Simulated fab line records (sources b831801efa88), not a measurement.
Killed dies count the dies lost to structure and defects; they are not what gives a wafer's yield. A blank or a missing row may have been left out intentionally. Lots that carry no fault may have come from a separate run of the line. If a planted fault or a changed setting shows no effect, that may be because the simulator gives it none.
Which tool is to blame? ; flow sky130 ; Sampling: 24 lots, 72 wafers, 4 of 708 route steps

== WHAT THE GAUGES SHOWED, per wafer ==
SKY_POLY_GATE_THK_MEAS_01. Usual: POLY_GATE_CVD_00_THK gives 180.1 nm (standard deviation 1.8).
lot;measured;on;POLY_GATE_CVD_00_THK (nm);flag
L074;day 14 03:31;film_metro-01;178.4 178.9 179.3;
L075;day 14 12:22;film_metro-04;179.2 179.1 177.9;
L076;day 14 12:22;film_metro-02;178.9 178.9 178.1;
L077;day 14 21:04;film_metro-01;181.7 181.1 182.7;
L078;day 15 09:43;film_metro-02;182.8 182.3 181.0;
L079;day 15 11:36;film_metro-04;178.8 179.3 177.4;
L080;day 15 21:37;film_metro-04;178.1 179.7 179.3;
L081;day 17 06:47;film_metro-02;177.5 178.0 178.7;
L082;day 17 06:47;film_metro-01;180.1 178.6 180.4;
L083;day 17 18:32;film_metro-04;177.8 177.8 177.1;
L085;day 18 12:07;film_metro-02;181.4 181.9 181.8;
L084;day 18 12:07;film_metro-01;179.5 180.3 181.2;
L086;day 19 00:55;film_metro-01;180.8 181.0 180.6;
L088;day 19 09:23;film_metro-02;181.1 179.5 179.2;
L087;day 19 09:24;film_metro-04;179.5 179.3 179.2;
L089;day 20 00:03;film_metro-01;180.3 181.0 180.0;
L090;day 20 15:09;film_metro-02;181.8 181.2 181.5;
L091;day 20 15:09;film_metro-04;179.3 176.6 178.4;
L093;day 21 03:45;film_metro-02;180.3 179.8 179.9;
L094;day 21 03:45;film_metro-01;184.2 183.5 182.2;
L092;day 21 03:46;film_metro-04;181.4 180.6 179.5;
L095;day 21 16:26;film_metro-01;183.1 183.4 183.0;
L096;day 22 00:29;film_metro-04;182.1 182.3 182.7;
L097;day 22 02:00;film_metro-04;178.6 179.9 179.1;

SKY_VIA1_OVL_MEAS_13. Usual: VIA1_OVL gives -1 nm (standard deviation 4.7).
lot;measured;on;VIA1_OVL (nm);flag
L074;day 33 23:02;overlay-02;-3 -2 0;
L075;day 34 13:19;overlay-01;1 0 0;
L076;day 34 11:43;overlay-02;-3 -6 -4;
L077;day 34 21:50;overlay-01;-3 -6 2;
L078;day 35 08:46;overlay-01;-1 -2 3;
L079;day 35 10:15;overlay-01;4 0 3;
L080;day 35 21:09;overlay-02;-6 -7 -3;
L081;day 36 21:50;overlay-02;-1 10 2;
L082;day 36 23:27;overlay-01;-7 0 -8;
L083;day 37 07:00;overlay-02;4 -7 -2;
L085;day 38 01:48;overlay-01;1 2 6;
L084;day 37 22:20;overlay-01;8 6 4;
L086;day 38 08:51;overlay-01;-1 -2 -6;
L088;day 38 21:54;overlay-01;-7 -5 1;
L087;day 38 22:15;overlay-01;-5 -3 -4;
L089;day 39 05:26;overlay-01;10 4 3;
L090;day 39 19:43;overlay-02;4 2 6;
L091;day 39 18:05;overlay-01;2 2 -3;
L093;day 40 02:15;overlay-02;-5 -4 5;
L094;day 40 07:44;overlay-02;-4 -2 0;
L092;day 40 07:34;overlay-01;-3 -1 -1;
L095;day 40 13:56;overlay-01;0 0 -2;
L096;day 40 22:43;overlay-02;-1 -2 7;
L097;day 41 00:50;overlay-01;-6 -2 -4;

== WHAT TOOL EACH LOT RAN ON (gives the tool, then ch and the chambers of the sampled wafers, and finally the start) ==
lot;SKY_POLY_GATE_ETCH_16;SKY_METAL1_SPUTTER_00
L074;rie_diel-04 ch 0,2, day 16 12:41;pvd_sputter-02, day 31 16:28
L075;rie_diel-01 ch 0,3, day 16 23:38;pvd_sputter-02, day 32 06:19
L076;rie_diel-04 ch 1,2, day 16 23:25;pvd_sputter-02, day 32 04:42
L077;rie_diel-04 ch 0,1,2, day 17 06:26;pvd_sputter-02, day 32 15:53
L078;rie_diel-04 ch 0,1, day 17 18:07;pvd_sputter-02, day 33 02:43
L079;rie_diel-02 ch 0,2, day 17 20:55;pvd_sputter-01, day 33 04:13
L080;rie_diel-01 ch 1,2,3, day 18 07:32;pvd_sputter-04, day 33 14:40
L081;rie_diel-04 ch 2,3, day 19 19:01;pvd_sputter-01, day 34 16:04
L082;rie_diel-02 ch 0,1,3, day 19 20:19;pvd_sputter-04, day 34 17:34
L083;rie_diel-04 ch 0,1,2, day 20 05:46;pvd_sputter-02, day 35 03:02
L085;rie_diel-02 ch 0,1,2, day 21 01:58;pvd_sputter-04, day 35 19:58
L084;rie_diel-01 ch 0,1,2, day 21 00:37;pvd_sputter-04, day 35 17:25
L086;rie_diel-04 ch 0,3, day 21 14:40;pvd_sputter-02, day 36 02:49
L088;rie_diel-04 ch 2,3, day 21 23:26;pvd_sputter-04, day 36 15:40
L087;rie_diel-01 ch 1,2, day 22 00:34;pvd_sputter-02, day 36 16:16
L089;rie_diel-01 ch 0,1,2, day 22 12:40;pvd_sputter-04, day 36 23:43
L090;rie_diel-02 ch 0,1, day 23 06:04;pvd_sputter-02, day 37 16:46
L091;rie_diel-01 ch 0,1,2, day 23 05:34;pvd_sputter-04, day 37 15:50
L093;rie_diel-01 ch 1,3, day 23 17:40;pvd_sputter-04, day 37 22:01
L094;rie_diel-02 ch 0,1,2, day 23 18:43;pvd_sputter-04, day 38 04:26
L092;rie_diel-04 ch 1,2,3, day 23 18:11;pvd_sputter-01, day 38 04:05
L095;rie_diel-02 ch 1,3, day 24 06:17;pvd_sputter-04, day 38 10:23
L096;rie_diel-02 ch 1,2,3, day 24 15:19;pvd_sputter-02, day 38 20:21
L097;rie_diel-04 ch 1,2, day 24 16:41;pvd_sputter-01, day 38 21:46
- SKY_POLY_GATE_ETCH_16: etches Si3N4 in CH3F/O2, stops on poly-Si, time 147.5 s, target depth 75 nm.
- SKY_METAL1_SPUTTER_00: material Ti, target thk 15 nm, time 10 s.

== AS READ BY THE TOOLS THEMSELVES (means over the sampled wafers that have a number; for cases with no such wafer, the mark the record gives instead) ==
SKY_POLY_GATE_ETCH_16. Usual: drypump_motor_current_A 5.5 A, standard deviation 0.47; oes_product_au 0.641 a.u., standard deviation 0.0054; throttle_valve_pct 10.534 %, standard deviation 0.0092.
lot;tool;drypump_motor_current_A (A);oes_product_au (a.u.);throttle_valve_pct (%);flag
L074;rie_diel-04;5.2;0.643;10.530;
L075;rie_diel-01;5.7;0.639;10.541;
L076;rie_diel-04;5.0;0.643;10.529;
L077;rie_diel-04;5.1;0.643;10.524;
L078;rie_diel-04;5.2;0.633;10.536;
L079;rie_diel-02;6.1;0.646;10.529;
L080;rie_diel-01;5.3;0.644;10.534;
L081;rie_diel-04;5.6;0.644;10.538;
L082;rie_diel-02;5.5;0.639;10.538;
L083;rie_diel-04;5.1;0.644;10.538;
L085;rie_diel-02;5.8;0.635;10.535;
L084;rie_diel-01;5.4;0.640;10.527;
L086;rie_diel-04;5.6;0.636;10.521;
L088;rie_diel-04;5.6;0.652;10.537;
L087;rie_diel-01;5.3;0.639;10.531;
L089;rie_diel-01;5.4;0.646;10.534;
L090;rie_diel-02;5.7;0.644;10.538;
L091;rie_diel-01;5.4;0.637;10.538;
L093;rie_diel-01;5.6;0.641;10.534;
L094;rie_diel-02;5.8;0.640;10.528;
L092;rie_diel-04;5.3;0.640;10.531;
L095;rie_diel-02;5.3;0.645;10.534;
L096;rie_diel-02;5.6;0.637;10.542;
L097;rie_diel-04;4.9;0.642;10.522;

SKY_METAL1_SPUTTER_00. Usual: 29.7 % for throttle_valve_pct, sd 0.9.
lot;tool;throttle_valve_pct (%);flag
L074;pvd_sputter-02;29.3;
L075;pvd_sputter-02;29.3;
L076;pvd_sputter-02;29.3;
L077;pvd_sputter-02;29.5;
L078;pvd_sputter-02;29.1;
L079;pvd_sputter-01;29.6;
L080;pvd_sputter-04;30.0;
L081;pvd_sputter-01;29.9;
L082;pvd_sputter-04;29.7;
L083;pvd_sputter-02;29.5;
L085;pvd_sputter-04;30.5;
L084;pvd_sputter-04;30.9;
L086;pvd_sputter-02;29.3;
L088;pvd_sputter-04;29.2;
L087;pvd_sputter-02;29.4;
L089;pvd_sputter-04;30.0;
L090;pvd_sputter-02;29.4;
L091;pvd_sputter-04;29.8;
L093;pvd_sputter-04;30.1;
L094;pvd_sputter-04;30.0;
L092;pvd_sputter-01;29.7;
L095;pvd_sputter-04;30.1;
L096;pvd_sputter-02;29.2;
L097;pvd_sputter-01;30.0;

== THE ANSWER, worked out from the rows above alone ==
Rule: a lot counts as off when the mean over its wafers that have a number is more than 3 standard deviations away from the usual mean. A lot without any number at a reading at which 4 lots or more have one is off too. The other lots that the step has rows for count as sound. Order of review: gauges by route order, followed by the tools' own readings, for which a lot's mean as printed above is used. At the first step where some lot is off, the reading lying furthest off is the one used; lots without a number count as furthest.
None of the lots is off at any reading shown; this tells nothing.

== WHAT THE SIMULATOR HAD PUT IN ==
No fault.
